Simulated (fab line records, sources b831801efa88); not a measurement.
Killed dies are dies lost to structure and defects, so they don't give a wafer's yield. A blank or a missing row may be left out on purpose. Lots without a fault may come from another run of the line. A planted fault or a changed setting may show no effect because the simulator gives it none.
One fault seen from 2 desks | flow gf180mcu | each desk has only its own numbers; what lay behind them comes last

THE METROLOGY DESK
What the gauges read, lot by lot, whatever tool the lot ran on: means of the sampled wafers that have a number. A lot is out of limits, marked OUT, if its mean lies more than 4 standard deviations from the usual mean; the brackets give that distance.
Columns: A = V4_CVD_00_THK at GF_V4_THK_MEAS_01, usual 603 nm
lot  | first seen here | A
L805 | day 23 02:17    | 605
L806 | day 23 13:52    | 601
L807 | day 23 22:50    | 607
L808 | day 24 08:35    | 604
L809 | day 24 14:50    | 611
L817 | day 27 20:02    | 608
L818 | day 28 03:14    | 606
L822 | day 29 04:31    | 608
L823 | day 29 05:11    | 601
L824 | day 29 11:56    | 602
L825 | day 29 15:59    | 601
L826 | day 29 22:00    | 601
This desk's finding: nothing out of limits on any of the 12 lots.

THE TOOL OWNER'S DESK: pecvd-04
The tool's own readings at GF_PASSIVATION_CVD_02 (deposits Si3N4, target thk 700 nm, time 486.18 s): means of the sampled wafers that have a number, for each lot that ran on this tool. A lot is out of limits, marked OUT, if its mean lies more than 4 standard deviations from the usual mean; the brackets give that distance.
Columns: A = heater_power_w at GF_PASSIVATION_CVD_02, usual 657 W
lot  | first seen here | A
L809 | day 29 02:22    | 497
L817 | day 31 22:59    | 571
L818 | day 32 05:49    | 543
This desk's finding: nothing out of limits on any of the 3 lots.

PUT TOGETHER
The metrology desk saw nothing out of limits.
The tool owner's desk saw nothing out of limits.

WHAT THE SIMULATOR HAD PUT IN
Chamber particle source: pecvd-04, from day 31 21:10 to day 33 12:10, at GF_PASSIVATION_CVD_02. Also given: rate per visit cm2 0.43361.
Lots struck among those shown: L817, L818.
